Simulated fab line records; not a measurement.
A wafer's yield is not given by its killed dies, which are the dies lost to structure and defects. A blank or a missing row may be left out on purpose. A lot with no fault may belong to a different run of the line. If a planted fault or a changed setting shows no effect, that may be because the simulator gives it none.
Struck lot and sound lot, side by side || flow sky130 || 30 steps out of a route of 708
Sound: the wafers L593.1, L593.4, L593.5. Struck: wafer L614.6. (L614.1, L614.4 of the same lot were not struck and are left out.) The cause comes at the end.
For every step that has rows: the tool of each side, followed by ch and its chambers, followed by its first start. Under that, the readings that differ: sound wafers || struck wafers || difference of the means || sigmas: that difference in standard deviations of wafers without a fault.
alike: readings with means less than 2 such deviations apart, plus words and numbers identical on both sides. not compared: withheld readings, readings lacking a value on some wafer, bounds such as >300 that could conceal the same value, and numbers that have no deviation in the record and whose values overlap.
A row with sigmas, a row that says differs or no value, or rows on one side alone: a step with any of these is where the two part. Numbers that have no deviation but don't overlap get no sigmas and don't part them. A reading that every wafer of one side lacks parts them only if that side has two wafers or more.

first, 9 steps without rows for these wafers: SKY_SD_P_IMPLANT_09; SKY_SD_P_STRIP_10 (strips in O2/N2); SKY_RES_XHIGH_DEHYDRATE_00 (time 60 s); SKY_RES_XHIGH_HMDS_01 (prime time 60 s); SKY_RES_XHIGH_COAT_02 (resist thk 1140 nm); SKY_RES_XHIGH_SOFTBAKE_03 (time 60 s); SKY_RES_XHIGH_EXPOSE_04 (exposes mask URPM, target cd 1270 nm); SKY_RES_XHIGH_PEB_05; SKY_RES_XHIGH_DEVELOP_06 (develop time 60 s).
SKY_RES_XHIGH_IMPLANT_07:
  sound on implanter-03 ch 0, day 26 23:54; struck on implanter-04 ch 0, day 33 20:10
  alike: beam-energy-keV
then, 19 steps without rows for these wafers: SKY_RES_XHIGH_STRIP_08 (strips in O2/N2); SKY_SD_N_DEHYDRATE_00 (time 60 s); SKY_SD_N_HMDS_01 (prime time 60 s); SKY_SD_N_COAT_02 (resist thk 1140 nm); SKY_SD_N_SOFTBAKE_03 (time 60 s); SKY_SD_N_EXPOSE_04 (exposes mask NSDM, target cd 380 nm); SKY_SD_N_PEB_05; SKY_SD_N_DEVELOP_06 (develop time 60 s); SKY_SD_N_IMPLANT_09; SKY_SD_N_IMPLANT_10; SKY_SD_N_STRIP_11 (strips in O2/N2); SKY_SD_N_CLEAN_13 (cleans in SC1/SC2, time 150 s); SKY_SD_N_RTA_14 (time 2 s); SKY_SALICIDE_CLEAN_00 (cleans in HF-last, time 30 s); SKY_LI_CONTACT_HDPCVD_00 (deposits PSG, target thk 930 nm, time 155 s); SKY_LI_CONTACT_CMP_02 (polishes PSG); SKY_LI_CONTACT_DEHYDRATE_04 (time 60 s); SKY_LI_CONTACT_HMDS_05 (prime time 60 s); SKY_LI_CONTACT_COAT_06 (resist thk 60 nm).
-- here the record skips 17 days between the struck wafers' starts before and after, leaving off in module LI_CONTACT and picking up in module PAD_OPEN (first step shown: number 708 of the route) --
SKY_PAD_OPEN_PROBE_99:
  sound: prober-02 at day 46 01:18; struck: prober-01 at day 50 15:29
{"reading": "model.etest.res-xhigh-po.rs-ohm-sq-range", "sound": "71.25 89.23 91.98", "struck": 372.7, "difference": "+288.5", "sigmas": ""}
  alike: killed_at_M0_to_M3, killed_at_M4_up, killed-at-contacts, killed-at-front-end, killed-at-other, killed-dies, killed-open, killed-short

== WHERE THEY PART ==
Nowhere in this record.

WHY: the cause the simulator had injected
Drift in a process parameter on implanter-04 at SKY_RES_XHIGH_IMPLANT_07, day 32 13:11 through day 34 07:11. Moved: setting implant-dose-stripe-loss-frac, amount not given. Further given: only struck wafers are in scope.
